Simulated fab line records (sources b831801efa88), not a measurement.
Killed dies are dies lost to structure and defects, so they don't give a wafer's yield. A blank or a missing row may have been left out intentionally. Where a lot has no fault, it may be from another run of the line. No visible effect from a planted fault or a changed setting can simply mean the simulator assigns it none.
Which tool did it? -- flow sky130 -- 13 lots, 38 wafers sampled, at 4 steps of a route of 708

## WHAT EACH GAUGE READ, for each wafer
SKY_VT_ADJUST_HVTP_OVL_MEAS_08. Usual: VT_ADJUST_HVTP_OVL typically reads -0.5 nm, with standard deviation 1.2.
lot,measured,on,VT_ADJUST_HVTP_OVL (nm),flag
L143,day 4 20:47,overlay-01,-1.4 -1.9 -1.3,
L144,day 6 01:41,overlay-02,0.7 -0.5 1.8,
L146,day 6 17:31,overlay-01,-0.8 0.3 -1.5,
L147,day 6 18:50,overlay-02,-1.2 -2.8 -1.3,
L148,day 7 11:38,overlay-02,0.8 -0.4 -1.0,
L149,day 7 18:17,overlay-02,-0.5 2.1 -0.2,
L150,day 8 01:11,overlay-01,-0.8 -0.5 -1.9,
L151,day 8 06:53,overlay-01,-1.7 -0.6 -2.0,
L152,day 8 14:59,overlay-01,-1.5 -1.8 -2.0,
L154,day 9 02:17,overlay-02,0.6 1.0 -0.2,
L156,day 9 14:08,overlay-02,-0.6 -1.7 -0.6,
L158,day 10 03:26,overlay-02,0.1 1.6,
L164,day 12 15:05,overlay-01,-1.8 -1.6 -1.6,

SKY_LDD_HVP_OVL_MEAS_07. Usual: LDD_HVP_OVL typically reads -0.9 nm, with standard deviation 1.4.
lot,measured,on,LDD_HVP_OVL (nm),flag
L143,day 19 21:24,overlay-02,-0.9 -1.6 1.1,
L144,day 21 14:56,overlay-02,-0.8 -0.2 0.2,
L146,day 23 11:57,overlay-02,-2.0 -2.8 -2.5,
L147,day 23 12:35,overlay-02,-0.3 -0.7 0.2,
L148,day 23 20:51,overlay-02,-1.9 -0.1 -0.7,
L149,day 24 06:33,overlay-01,-1.5 -0.5 -0.8,
L150,day 24 21:43,overlay-02,-4.0 -3.6 -3.0,
L151,day 25 10:11,overlay-02,-1.4 -1.0 -0.9,
L152,day 25 18:09,overlay-02,0.2 1.6 2.2,
L154,day 26 06:22,overlay-01,-0.8 -0.8 -1.7,
L156,day 28 10:13,overlay-02,-4.0 -3.5 -2.4,
L158,day 28 10:41,overlay-01,-0.6 -1.9,
L164,day 30 08:38,overlay-01,-2.1 -0.9 -1.6,

## TOOL THAT RAN EACH LOT (tool first, then ch and the chambers of the sampled wafers, then the start)
lot,SKY_FIELD_ISO_ETCH_17,SKY_NWELL_STRIP_25
L143,"rie_si-01 ch 0,2,3, day 2 04:17","plasma_asher-02 ch 0, day 4 03:42"
L144,"rie_si-02 ch 0,1,3, day 2 04:56","plasma_asher-02 ch 0,1, day 5 07:02"
L146,"rie_si-02 ch 0,3, day 2 09:01","plasma_asher-01 ch 0,1, day 5 21:09"
L147,"rie_si-01 ch 0,1,2, day 2 12:06","plasma_asher-04 ch 0,1, day 5 22:27"
L148,"rie_si-02 ch 1,2,3, day 3 07:02","plasma_asher-01 ch 0,1, day 6 15:11"
L149,"rie_si-01 ch 0,1,3, day 3 16:10","plasma_asher-01 ch 0,1, day 6 22:29"
L150,"rie_si-02 ch 0,1,2, day 3 19:49","plasma_asher-01 ch 0,1, day 7 04:47"
L151,"rie_si-01 ch 0,1,2, day 4 00:04","plasma_asher-04 ch 0,1, day 7 10:53"
L152,"rie_si-02 ch 1,2, day 4 05:41","plasma_asher-02 ch 0,1, day 7 18:20"
L154,"rie_si-02 ch 1,2,3, day 4 14:29","plasma_asher-01 ch 0,1, day 8 03:45"
L156,"rie_si-01 ch 0,1,2, day 5 02:49","plasma_asher-04 ch 0,1, day 8 15:14"
L158,"rie_si-01 ch 0,3, day 5 12:41","plasma_asher-02 ch 0, day 9 06:11"
L164,"rie_si-02 ch 0,1,2, day 6 18:50","plasma_asher-04 ch 0, day 11 12:23"
- SKY_FIELD_ISO_ETCH_17: etches Si in HBr/Cl2/O2, target depth 342 nm, time 97.7 s.
- SKY_NWELL_STRIP_25: strips in O2/N2.

## AS READ BY THE TOOLS THEMSELVES (means over the sampled wafers that have a number; for cases with no such wafer, the mark the record gives instead)
SKY_FIELD_ISO_ETCH_17. Usual: drypump_motor_current_A 5.6 A, standard deviation 0.45; oes_product_au 1.002 a.u., standard deviation 0.0083; run_length_s 126.1 s, standard deviation 0.4; throttle_valve_pct 25.653 %, standard deviation 0.01.
lot,tool,drypump_motor_current_A (A),oes_product_au (a.u.),run_length_s (s),throttle_valve_pct (%),flag
L143,rie_si-01,5.6,1.007,126.0,25.644,
L144,rie_si-02,5.8,1.000,126.4,25.659,
L146,rie_si-02,5.7,1.006,126.7,25.644,
L147,rie_si-01,5.9,0.999,126.1,25.650,
L148,rie_si-02,5.7,1.009,126.2,25.653,
L149,rie_si-01,5.5,0.992,126.1,25.657,
L150,rie_si-02,5.5,1.007,126.2,25.646,
L151,rie_si-01,5.9,1.008,126.1,25.645,
L152,rie_si-02,5.7,1.007,126.0,25.654,
L154,rie_si-02,5.7,1.004,126.0,25.650,
L156,rie_si-01,5.9,1.001,127.9,25.663,OFF
L158,rie_si-01,5.4,1.000,128.6,25.651,OFF
L164,rie_si-02,5.5,1.005,126.1,25.652,

SKY_NWELL_STRIP_25. Usual: drypump_motor_current_A 5.9 A, standard deviation 0.46; oes_product_au 0.722 a.u., standard deviation 0.0046; strip_time_to_endpoint_s 36.89 s, standard deviation 0.088.
lot,tool,drypump_motor_current_A (A),oes_product_au (a.u.),strip_time_to_endpoint_s (s),flag
L143,plasma_asher-02,6.4,0.723,36.82,
L144,plasma_asher-02,6.4,0.725,36.84,
L146,plasma_asher-01,5.6,0.723,36.88,
L147,plasma_asher-04,5.4,0.720,36.78,
L148,plasma_asher-01,5.7,0.721,36.85,
L149,plasma_asher-01,5.6,0.724,36.90,
L150,plasma_asher-01,5.7,0.720,36.89,
L151,plasma_asher-04,5.9,0.722,36.95,
L152,plasma_asher-02,6.4,0.720,37.02,
L154,plasma_asher-01,5.7,0.726,36.82,
L156,plasma_asher-04,5.5,0.722,36.82,
L158,plasma_asher-02,6.4,0.721,36.81,
L164,plasma_asher-04,6.3,0.720,36.91,

## THE ANSWER, worked out from the rows above alone
Rule: lot off if the mean of its wafers having a number is beyond 3 standard deviations from the usual mean. A lot without any number at a reading at which 4 lots or more have one is off too. Where the step has rows for the other lots, those lots are counted as sound. After the gauges, taken in route order, come the tools' own readings; for these a lot's mean is taken, as printed above. The first step at which some lot is off is used, and at that step the reading that is off furthest; a lot without a number counts as furthest.
Off at SKY_FIELD_ISO_ETCH_17 (run_length_s): L156, L158.
A tool fits if, at that step or a process step before it, it ran every lot that is off, and no sound lot after the first of them. One fits: SKY_FIELD_ISO_ETCH_17 on rie_si-01. Its last sound lot is L151 (day 4 00:04), its first lot that is off L156 (day 5 02:49): a fault that began between those two fits.
On the lots that are off, the tool's own readings at SKY_FIELD_ISO_ETCH_17 differ by more than 5 times the standard deviation of the sound lots' means, which bears it out; run_length_s reads 128.2 s there versus 126.2 s on the sound lots.

## WHAT HAD BEEN PUT IN BY THE SIMULATOR
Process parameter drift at SKY_FIELD_ISO_ETCH_17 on rie_si-01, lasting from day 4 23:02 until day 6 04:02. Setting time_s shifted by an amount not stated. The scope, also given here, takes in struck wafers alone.
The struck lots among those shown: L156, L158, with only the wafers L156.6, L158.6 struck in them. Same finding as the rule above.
